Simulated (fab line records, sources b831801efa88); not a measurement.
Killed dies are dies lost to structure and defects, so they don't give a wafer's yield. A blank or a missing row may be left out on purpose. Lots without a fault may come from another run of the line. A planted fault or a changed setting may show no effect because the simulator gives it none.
A struck lot beside a sound one | flow sky130 | 18 steps out of a route of 708
Sound: wafers L868.1, L868.2, L868.4. Struck: wafers L858.2, L858.5, L858.6. The cause comes at the end.
At each step with rows: each side's tool, then ch and its chambers, then its first start. Under that, the readings that differ: sound wafers | struck wafers | difference of the means | sigmas: that difference in standard deviations of wafers without a fault.
alike: readings whose means differ by less than 2 such deviations, and words and numbers that are the same on both sides. not compared: withheld readings, readings that some wafer has no value for, bounds like >300 that may hide the same value, and numbers for which the record gives no deviation and whose values overlap.
The two part at a step that has a row with sigmas, a row that says differs or no value, or rows on one side only. Numbers that don't overlap but have no deviation are shown without sigmas and don't part them. A reading that every wafer of one side lacks parts them only if that side has two wafers or more.

first, 3 steps without rows for these wafers: SKY_SD_P_EXPOSE_04 (exposes mask PSDM, target cd 380 nm); SKY_SD_P_PEB_05; SKY_SD_P_DEVELOP_06 (develop time 60 s).
SKY_SD_P_CD_MEAS_07: target cd 380 nm.
  sound on cd_sem-02, day 30 03:40; struck on cd_sem-02, day 27 00:34
  alike: cd_nm
SKY_SD_P_OVL_MEAS_08:
  sound on overlay-01, day 30 03:47; struck on overlay-02, day 27 00:41
  alike: SD_P_OVL
then, 1 step without rows for these wafers: SKY_SD_P_IMPLANT_09.
SKY_SD_P_STRIP_10: strips in O2/N2.
  sound on plasma_asher-03 ch 0,1, day 30 03:58; struck on plasma_asher-03 ch 0,1, day 27 00:52
  alike: drypump_motor_current_A, n2_flow_sccm, oes_product_au, strip_time_to_endpoint_s
  not compared: rf_hours_counter_h
SKY_SD_P_TW_MEAS_11:
  sound on film_metro-03, day 30 04:04; struck on film_metro-03, day 27 00:58
  reading | sound          | struck         | difference | sigmas
  SD_P_TW | 2795 2791 2809 | 2855 2858 2834 | +51        | +2
then, 4 steps without rows for these wafers: SKY_RES_XHIGH_DEHYDRATE_00 (time 60 s); SKY_RES_XHIGH_HMDS_01 (prime time 60 s); SKY_RES_XHIGH_COAT_02 (resist thk 1140 nm); SKY_RES_XHIGH_SOFTBAKE_03 (time 60 s).
SKY_RES_XHIGH_EXPOSE_04: exposes mask URPM, target cd 1270 nm.
  sound on iline_stepper-02 ch 0, day 30 18:26; struck on iline_stepper-01, day 27 15:07
  no value came back on the struck wafers for exposure_dose_mJ_cm2, focus_offset_nm (nm); on the sound wafers exposure_dose_mJ_cm2 reads 139.62 139.81 139.86
  alike: mask
then, 3 steps without rows for these wafers: SKY_RES_XHIGH_PEB_05; SKY_RES_XHIGH_DEVELOP_06 (develop time 60 s); SKY_RES_XHIGH_IMPLANT_07.
SKY_RES_XHIGH_STRIP_08: strips in O2/N2.
  sound on plasma_asher-01 ch 0,1, day 31 07:51; struck on plasma_asher-01 ch 0,1, day 28 05:41
  alike: drypump_motor_current_A, n2_flow_sccm, oes_product_au, strip_time_to_endpoint_s
  not compared: rf_hours_counter_h
SKY_RES_XHIGH_TW_MEAS_09:
  sound on film_metro-03, day 31 07:57; struck on film_metro-02, day 28 06:02
  reading      | sound          | struck   | difference | sigmas
  RES_XHIGH_TW | 1641 1634 1632 | 30 30 30 | -1606      | -99 or more
  not compared: hold

WHERE THEY PART
First at SKY_SD_P_TW_MEAS_11; last, within this record, at SKY_RES_XHIGH_TW_MEAS_09.

WHY: what the simulator had put in
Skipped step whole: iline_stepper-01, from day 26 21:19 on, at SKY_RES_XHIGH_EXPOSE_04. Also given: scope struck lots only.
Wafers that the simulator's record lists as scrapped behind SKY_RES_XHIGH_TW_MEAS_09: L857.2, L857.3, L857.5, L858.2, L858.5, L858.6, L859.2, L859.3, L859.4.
